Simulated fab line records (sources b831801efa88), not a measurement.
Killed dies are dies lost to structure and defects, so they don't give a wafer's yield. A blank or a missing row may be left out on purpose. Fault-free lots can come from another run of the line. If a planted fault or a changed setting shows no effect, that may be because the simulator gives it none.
The tool behind it: which one? ; flow gf180mcu ; Sampling: 6 lots, 18 wafers, 2 of 602 route steps

== WHAT EACH GAUGE READ, for each wafer ==
GF_V2_THK_MEAS_01.
lot;measured;on;V2_CVD_00_THK (nm)
L344;day 19 08:13;filmMetro-03;607 614 612
L346;day 20 13:31;filmMetro-04;612 600 620
L348;day 21 07:38;filmMetro-03;607 618 614
L350;day 21 15:23;filmMetro-04;618 610 617
L362;day 26 01:32;filmMetro-02;610 606 603
L364;day 26 16:14;filmMetro-04;610 614 608

== TOOL THAT RAN EACH LOT (tool first, then ch and the chambers of the sampled wafers, then the start) ==
lot;GF_M2_SPUTTER_04
L344;pvdSputter-03, day 18 07:37
L346;pvdSputter-03, day 19 12:35
L348;pvdSputter-03, day 20 06:55
L350;pvdSputter-01, day 20 15:10
L362;pvdSputter-02, day 25 03:16
L364;pvdSputter-03, day 25 18:22
- GF_M2_SPUTTER_04: material TiN, target thk 50 nm, time 41.7 s.

== THE ANSWER, worked out from the rows above alone ==
Rule: the lots themselves supply what counts as usual. Put in order of their means at a reading, lots are off if they are a third of the lots or fewer, leave a main group of 4 or more, and stand apart from it by a gap of 3 or more times the standard deviation of the main group's means; of several such gaps the widest counts. The tables above print the reading to a certain number of digits; a main group whose means all agree to those digits is not used. Also off: a lot with no number at a reading for which 4 or more lots have one. Any other lot the step has rows for is counted as sound.
Nothing can be told from this: no lot is off at any reading shown.

== WHAT THE SIMULATOR PUT IN ==
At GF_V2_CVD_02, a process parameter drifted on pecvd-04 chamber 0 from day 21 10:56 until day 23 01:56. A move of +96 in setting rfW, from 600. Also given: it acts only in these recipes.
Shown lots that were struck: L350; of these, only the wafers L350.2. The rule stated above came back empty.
